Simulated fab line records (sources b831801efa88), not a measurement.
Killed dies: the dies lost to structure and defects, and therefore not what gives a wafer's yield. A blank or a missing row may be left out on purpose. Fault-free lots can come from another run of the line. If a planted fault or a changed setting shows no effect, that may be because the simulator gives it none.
Chamber matching / flow sfq line / SFQ_TRILAYER_I0_VIA_ETCH_VIA_ETCH_034 on rie diel-01 has 4 sister chambers
The step etches SiO2 in CHF3, stops on Nb, target depth 260 nm. 14 wafers are shown with their chamber, then 6 later ones without.

== EACH WAFER AND ITS CHAMBER ==
wafer=L743.1; chamber=1; drypump motor current A (A)=6.3; oes product au (a.u.)=0.857
wafer=L743.2; chamber=0; drypump motor current A (A)=6.3; oes product au (a.u.)=0.865
wafer=L743.5; chamber=1; drypump motor current A (A)=6.2; oes product au (a.u.)=0.855
wafer=L744.1; chamber=0; drypump motor current A (A)=6.2; oes product au (a.u.)=0.862
wafer=L744.2; chamber=1; drypump motor current A (A)=6.2; oes product au (a.u.)=0.860
wafer=L744.5; chamber=2; drypump motor current A (A)=5.6; oes product au (a.u.)=0.851
wafer=L745.1; chamber=1; drypump motor current A (A)=6.3; oes product au (a.u.)=0.863
wafer=L745.5; chamber=2; drypump motor current A (A)=5.6; oes product au (a.u.)=0.860
wafer=L745.6; chamber=1; drypump motor current A (A)=6.3; oes product au (a.u.)=0.858
wafer=L747.3; chamber=0; drypump motor current A (A)=6.3; oes product au (a.u.)=0.857
wafer=L747.4; chamber=3; drypump motor current A (A)=5.8; oes product au (a.u.)=0.860
wafer=L747.6; chamber=1; drypump motor current A (A)=6.3; oes product au (a.u.)=0.854
wafer=L750.3; chamber=0; drypump motor current A (A)=6.3; oes product au (a.u.)=0.860
wafer=L750.4; chamber=2; drypump motor current A (A)=5.6; oes product au (a.u.)=0.856

SIGNATURES (averages over the wafers above)
reading=drypump motor current A; chamber 0=6.275; chamber 1=6.267; chamber 2=5.600; chamber 3=5.800; scatter within a chamber=0.0456
reading=oes product au; chamber 0=0.86100; chamber 1=0.85783; chamber 2=0.85567; chamber 3=0.86000; scatter within a chamber=0.0036
Rule: for a wafer and a chamber, the distance is found by dividing, reading by reading, the gap between the wafer's reading and the chamber's mean by the reading's scatter, squaring, summing and taking the root. If the next closest chamber is less than 2 further off than the closest, the wafer can't be placed; otherwise it belongs to the closest. The scatter: the root of (the sum of the squares of (reading less its chamber's mean) over the shown wafers, divided by (wafers less chambers)).

== WAFERS WITHOUT THEIR CHAMBER ==
wafer=L750.6; drypump motor current A (A)=5.6; oes product au (a.u.)=0.860
wafer=L752.1; drypump motor current A (A)=6.2; oes product au (a.u.)=0.856
wafer=L752.2; drypump motor current A (A)=6.3; oes product au (a.u.)=0.867
wafer=L752.3; drypump motor current A (A)=5.8; oes product au (a.u.)=0.853
wafer=L758.2; drypump motor current A (A)=5.8; oes product au (a.u.)=0.854
wafer=L758.3; drypump motor current A (A)=6.3; oes product au (a.u.)=0.857

== EACH ONE'S CHAMBER ==
wafer=L750.6; from the rows above=2; in truth=2
wafer=L752.1; from the rows above=can't be placed: 1 or 0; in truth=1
wafer=L752.2; from the rows above=can't be placed: 0 or 1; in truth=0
wafer=L752.3; from the rows above=3; in truth=3
wafer=L758.2; from the rows above=3; in truth=3
wafer=L758.3; from the rows above=can't be placed: 1 or 0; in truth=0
Correct placement for 3 of the 6. Can't be placed from these rows: 3 (the true chamber is among the candidates in 3). Wrongly placed: 0.
